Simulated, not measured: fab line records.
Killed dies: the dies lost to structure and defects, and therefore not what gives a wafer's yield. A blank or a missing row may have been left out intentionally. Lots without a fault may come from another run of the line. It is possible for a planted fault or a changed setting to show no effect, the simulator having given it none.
A struck lot beside a sound one ; flow sky130 ; 15 out of 708 route steps
Sound: wafers L930.2, L930.3, L930.6. The struck wafers were L941.1, L941.3, L941.5. The cause comes at the end.
Per side, at each step with rows, come the tool, then ch with its chambers, and then its first start. Under that, the readings that differ: sound wafers ; struck wafers ; difference of the means ; sigmas: that difference in standard deviations of wafers without a fault.
alike: readings with means less than 2 such deviations apart, plus words and numbers identical on both sides. not compared: withheld readings, readings lacking a value on some wafer, bounds such as >300 that could conceal the same value, and numbers that have no deviation in the record and whose values overlap.
A row with sigmas, a row that says differs or no value, or rows on one side alone: a step with any of these is where the two part. Non-overlapping numbers with no deviation appear without sigmas and do not part them. Lack of a reading on every wafer of one side parts them only where that side has two or more wafers.

SKY_LDD_HVP_OVL_MEAS_07:
  sound on overlay-01 at day 24 05:40; struck on overlay-02 at day 27 22:30
reading;sound;struck;difference;sigmas
LDD_HVP_OVL (nm);-1.5 -1.5 -1.7;3.7 3.7 1.0;+4.4;+3
next, for these wafers, 1 step has no rows: SKY_LDD_HVP_IMPLANT_08.
SKY_LDD_HVP_STRIP_09: strips in O2/N2.
  sound on plasmaAsher-04 ch 0, day 24 05:50; struck on plasmaAsher-04 ch 0,1, day 27 22:41
  alike: chamberPressureMTorr, drypumpMotorCurrentA, oesProductAu, stripTimeToEndpointS
  not compared: rfHoursCounterH
SKY_LDD_HVP_TW_MEAS_10:
  sound on filmMetro-03 at day 24 05:57; struck on filmMetro-03 at day 27 22:47
  alike: LDD_HVP_TW
then, 7 steps without rows for these wafers: SKY_LDD_LDN_DEHYDRATE_00 (time 60 s); SKY_LDD_LDN_HMDS_01 (prime time 60 s); SKY_LDD_LDN_COAT_02 (resist thk 1140 nm); SKY_LDD_LDN_SOFTBAKE_03 (time 60 s); SKY_LDD_LDN_EXPOSE_04 (exposes mask LDNTM, target cd 700 nm); SKY_LDD_LDN_PEB_05; SKY_LDD_LDN_DEVELOP_06 (develop time 60 s).
SKY_LDD_LDN_OVL_MEAS_07:
  sound on overlay-01 at day 25 11:40; struck on overlay-01 at day 29 03:29
  alike: LDD_LDN_OVL
SKY_LDD_LDN_IMPLANT_08:
  sound on implanter-01 ch 0, day 25 11:43; struck on implanter-01 ch 0, day 29 03:31
reading;sound;struck;difference;sigmas
beamEnergyKeV;15.003 15.000 14.996;18.557 18.561 18.561;+3.560;+99 or more
model.implant.rpNm (nm);12.82 12.82 12.82;14.85 14.85 14.85;+2.03;
model.implant.drpNm (nm);5.933 5.933 5.933;6.848 6.848 6.848;+0.915;
next, for these wafers, 1 step has no rows: SKY_LDD_LDN_IMPLANT_09.
-- record jumps: 21 days separate the struck wafers' starts on either side; left off in module LDD_LDN, taken up again in module PAD_OPEN, whose first shown step is the route's number 708 --
SKY_PAD_OPEN_PROBE_99:
  sound on prober-02 at day 47 16:45; struck on prober-02 at day 50 02:56
reading;sound;struck;difference;sigmas
model.etest.tipSonos.rsOhmSq;2774 2744 2765;2534 2492 2487;-257;
  alike: killed_at_M0_to_M3, killed_at_M4_up, killedAtContacts, killedAtFrontEnd, killedAtOther, killedDies, killedOpen, killedShort

## WHERE THEY PART
First at SKY_LDD_HVP_OVL_MEAS_07; last, within this record, at SKY_LDD_LDN_IMPLANT_08. Later steps at which nothing parts them and some readings are alike: SKY_PAD_OPEN_PROBE_99.

WHY: what had been put in by the simulator
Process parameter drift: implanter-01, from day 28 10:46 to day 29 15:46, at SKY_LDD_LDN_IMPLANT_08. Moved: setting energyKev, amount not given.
